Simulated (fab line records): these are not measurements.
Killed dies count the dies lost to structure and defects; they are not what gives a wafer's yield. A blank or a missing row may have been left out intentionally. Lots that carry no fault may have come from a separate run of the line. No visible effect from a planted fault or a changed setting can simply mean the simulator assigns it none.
The same fault as seen by 2 desks | flow sfq_line | each desk holds nothing but its own numbers, with what lay behind them at the end

## METROLOGY DESK
What the gauges read for every lot (on any tool): the sampled wafers with a number, averaged. If a lot's mean is further than 4 standard deviations from the usual mean, the lot is out of limits and carries the mark OUT (the distance appears in the brackets).
Columns: A = I1_BOW at SFQ_I1_BOW_MEAS_912, usual 1 um; B = I1_OVL at SFQ_I1_OVL_MEAS_913, usual 0 nm
lot  | first seen here | A  | B
L442 | day 24 08:02    | 11 | 1
L449 | day 28 03:42    | -3 | 5
L451 | day 29 03:23    | 0  | -2
L458 | day 31 13:15    | -4 | 0
L459 | day 31 21:39    | 1  | 3
L464 | day 34 17:53    | 0  | 1
Result from this desk: across the 6 lots, nothing is out of limits.

## DESK OF THE TOOL OWNER: rie_diel-02
The tool's own readings at SFQ_TRILAYER_I1_VIA_ETCH_VIA_ETCH_052 (etches SiO2 in CHF3, stops on Nb, target depth 260 nm): means of the sampled wafers that have a number, for each lot that ran on this tool. If a lot's mean is further than 4 standard deviations from the usual mean, the lot is out of limits and carries the mark OUT (the distance appears in the brackets).
Columns: A = bias_w at SFQ_TRILAYER_I1_VIA_ETCH_VIA_ETCH_052, usual 79.98 W; B = drypump_motor_current_A at SFQ_TRILAYER_I1_VIA_ETCH_VIA_ETCH_052, usual 6.0 A; C = oes_product_au at SFQ_TRILAYER_I1_VIA_ETCH_VIA_ETCH_052, usual 0.855 a.u.; D = rf_fwd_power_W at SFQ_TRILAYER_I1_VIA_ETCH_VIA_ETCH_052, usual 498.2 W
lot  | first seen here | A     | B   | C     | D
L449 | day 34 23:02    | 79.94 | 6.1 | 0.859 | 419.1 (-49) OUT
L451 | day 35 13:26    | 80.03 | 5.8 | 0.853 | 419.1 (-49) OUT
L458 | day 37 23:28    | 80.07 | 6.3 | 0.857 | 498.0
L459 | day 38 10:16    | 79.74 | 6.4 | 0.851 | 496.5
L464 | day 40 08:08    | 80.19 | 6.2 | 0.850 | 497.3
This desk's verdict: out of limits on L449, L451, starting with L449 at day 34 23:02 (rf_fwd_power_W at SFQ_TRILAYER_I1_VIA_ETCH_VIA_ETCH_052). Within limits: L458, L459, L464.

## PUT TOGETHER
At day 34 23:02, on L449, L451, the tool owner's desk was in a position to raise an alarm.
From the metrology desk's view, nothing was out of limits.
The metrology desk has L449, L451 on record, within its limits.
SFQ_TRILAYER_I1_VIA_ETCH_VIA_ETCH_052 was run on rie_diel-02 by each of the lots named.

## WHAT THE SIMULATOR HAD PUT IN
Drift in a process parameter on rie_diel-02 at SFQ_TRILAYER_I1_VIA_ETCH_VIA_ETCH_052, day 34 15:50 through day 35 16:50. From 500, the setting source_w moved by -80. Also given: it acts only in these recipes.
Shown lots that were struck: L449, L451.
Hours from the fault's start to each desk's first reading out of limits: the tool owner's desk, 7.
